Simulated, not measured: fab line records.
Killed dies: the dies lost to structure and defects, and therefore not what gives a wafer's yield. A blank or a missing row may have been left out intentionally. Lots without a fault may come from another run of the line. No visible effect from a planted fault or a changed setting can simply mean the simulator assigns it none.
A lot that was struck, set against a sound lot -- flow gf180mcu -- 14 steps out of a route of 602
Sound: the wafers L435.2, L435.4, L435.6. Wafers struck: L426.2, L426.5, L426.6. Last of all comes the cause.
Order at every step that has rows: each side's tool, ch and its chambers, its first start. Under that, the readings that differ: sound wafers -- struck wafers -- difference of the means -- sigmas: that difference in standard deviations of wafers without a fault.
alike: readings whose means differ by less than 2 such deviations, and words and numbers that are the same on both sides. not compared: withheld readings, readings that some wafer has no value for, bounds like >300 that may hide the same value, and numbers for which the record gives no deviation and whose values overlap.
A row with sigmas, a row that says differs or no value, or rows on one side alone: a step with any of these is where the two part. When numbers do not overlap yet have no deviation, they are printed without sigmas and do not part them. A reading that every wafer of one side lacks parts them only if that side has two wafers or more.

first, 1 step without rows for these wafers: GF_CONTACT_CVD_00 (deposits SiO2, target thk 300 nm, time 50 s).
GF_CONTACT_THK_MEAS_01:
  sound on film-metro-01, day 21 03:38; struck on film-metro-01, day 17 23:25
  alike: CONTACT_CVD_00_THK
GF_CONTACT_CVD_02: deposits SiO2 from TEOS, target thk 860 nm, time 95.992 s.
  sound on pecvd-02 ch 1,2, day 21 03:41; struck on pecvd-02 ch 0,1,2, day 17 23:28
  alike: heater-power-w
GF_CONTACT_THK_MEAS_03:
  sound on film-metro-04, day 21 03:46; struck on film-metro-02, day 17 23:32
  alike: CONTACT_CVD_02_THK
GF_CONTACT_CMP_04: polishes SiO2.
  sound on cmp-02 ch 0,1,2, day 21 03:52; struck on cmp-01 ch 2,3, day 17 23:35
  alike: motor-current-A, time-to-endpoint-s
GF_CONTACT_BOW_MEAS_05:
  sound on film-metro-01, day 21 04:08; struck on film-metro-02, day 17 23:55
  alike: CONTACT_BOW
then, 6 steps without rows for these wafers: GF_CONTACT_DEHYDRATE_06 (time 60 s); GF_CONTACT_HMDS_07 (prime time 60 s); GF_CONTACT_COAT_08; GF_CONTACT_COAT_09 (resist thk 1000 nm); GF_CONTACT_SOFTBAKE_10 (time 60 s); GF_CONTACT_EXPOSE_11 (exposes mask Contact, target cd 220 nm).
GF_CONTACT_PEB_12: peb time 90 s.
  sound on litho-track-02 ch 0, day 22 03:10; struck on litho-track-03, day 18 23:51
  no value came back on the struck wafers for chill-plate-temp-C (C), exhaust-pa (Pa); on the sound wafers chill-plate-temp-C (C) reads 23.01 23.00 22.89
then, 1 step without rows for these wafers: GF_CONTACT_DEVELOP_13 (develop time 60 s).

== WHERE THEY PART ==
At GF_CONTACT_PEB_12 and nowhere else, as far as this record goes.

WHY: whatever the simulator had introduced
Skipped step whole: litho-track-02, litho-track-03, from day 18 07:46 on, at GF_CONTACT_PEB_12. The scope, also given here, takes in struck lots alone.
